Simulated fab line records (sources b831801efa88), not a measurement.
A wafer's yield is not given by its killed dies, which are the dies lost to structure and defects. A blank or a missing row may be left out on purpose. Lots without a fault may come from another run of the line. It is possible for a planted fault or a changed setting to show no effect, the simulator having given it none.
A single fault, viewed from 2 desks :: flow gf180mcu :: every desk sees just its own numbers, and what lay behind them comes last

## METROLOGY DESK
What the gauges read, lot by lot, whatever tool the lot ran on: means of the sampled wafers that have a number. Any lot whose mean is over 4 standard deviations away from the usual mean is out of limits and marked OUT; that distance is given in the brackets.
Columns: A = VT_IMPLANT_OVL at GF_VT_IMPLANT_OVL_MEAS_07, usual -0.3 nm; B = POLY_GATE_CVD_00_THK at GF_POLY_GATE_THK_MEAS_01, usual 199.9 nm; C = cd_nm at GF_HV_LDD_CD_MEAS_31, usual 399.6 nm
lot: L885
first seen here: day 5 14:46
A: -1.7
B: 196.3
C: 401.7

lot: L886
first seen here: day 5 20:43
A: -0.6
B: 201.0
C: 398.6

lot: L888
first seen here: day 6 09:25
A: 0.4
B: 200.3
C: 399.8

lot: L893
first seen here: day 7 14:22
A: -2.3
B: 199.5
C: 400.8

lot: L894
first seen here: day 8 00:18
A: 0.7
B: 203.3
C: 375.4 (-12) OUT

lot: L896
first seen here: day 8 12:16
A: 0.8
B: 201.0
C: 377.8 (-11) OUT

lot: L899
first seen here: day 9 07:44
A: 0.5
B: 199.7
C: 400.3

lot: L900
first seen here: day 9 13:14
A: -1.4
B: 199.8
C: 401.3

lot: L903
first seen here: day 10 06:51
A: -0.3
B: 198.7
C: 398.1

lot: L904
first seen here: day 10 13:49
A: -1.7
B: 200.0
C: 398.5

lot: L906
first seen here: day 11 00:19
A: -1.3
B: 200.4
C: 397.7

lot: L907
first seen here: day 11 07:40
A: -1.6
B: 199.5
C: 401.2

lot: L908
first seen here: day 11 12:44
A: -1.1
B: 197.6
C: 400.0
This desk finds L894, L896 out of limits, L894 being first, at day 14 14:30 (cd_nm at GF_HV_LDD_CD_MEAS_31). L885, L886, L888, L893, L899, L900, L903, L904, L906, L907, L908: within limits.

## DESK OF THE TOOL OWNER: iline_stepper-02
The tool's own readings at GF_HV_LDD_EXPOSE_28 (exposes mask Nplus HV AREA, target cd 400 nm): means of the sampled wafers that have a number, for each lot that ran on this tool. Any lot whose mean is over 4 standard deviations away from the usual mean is out of limits and marked OUT; that distance is given in the brackets.
Columns: A = exposure_dose_mJ_cm2 at GF_HV_LDD_EXPOSE_28, usual 139.98
lot: L886
first seen here: day 11 08:46
A: 139.90

lot: L888
first seen here: day 12 02:08
A: 139.94

lot: L893
first seen here: day 13 13:09
A: 140.06

lot: L894
first seen here: day 14 04:36
A: 128.87 (-79) OUT

lot: L896
first seen here: day 14 19:13
A: 128.84 (-80) OUT
This desk finds L894, L896 out of limits, L894 being first, at day 14 04:36 (exposure_dose_mJ_cm2 at GF_HV_LDD_EXPOSE_28). L886, L888, L893: within limits.

## PUT TOGETHER
The tool owner's desk had the chance to raise an alarm at day 14 04:36 on L894, L896.
On L894, L896, the metrology desk was in a position to raise an alarm at day 14 14:30.
All the named lots went through GF_HV_LDD_EXPOSE_28 on iline_stepper-02.

## WHAT THE SIMULATOR HAD INSERTED
Drift in process parameters on iline_stepper-02 at GF_HV_LDD_EXPOSE_28, starting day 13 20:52. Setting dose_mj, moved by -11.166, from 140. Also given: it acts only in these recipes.
Lots struck among those shown: L894, L896.
Fault start to first reading out of limits, in hours, per desk: tool owner, 8; metrology, 18.
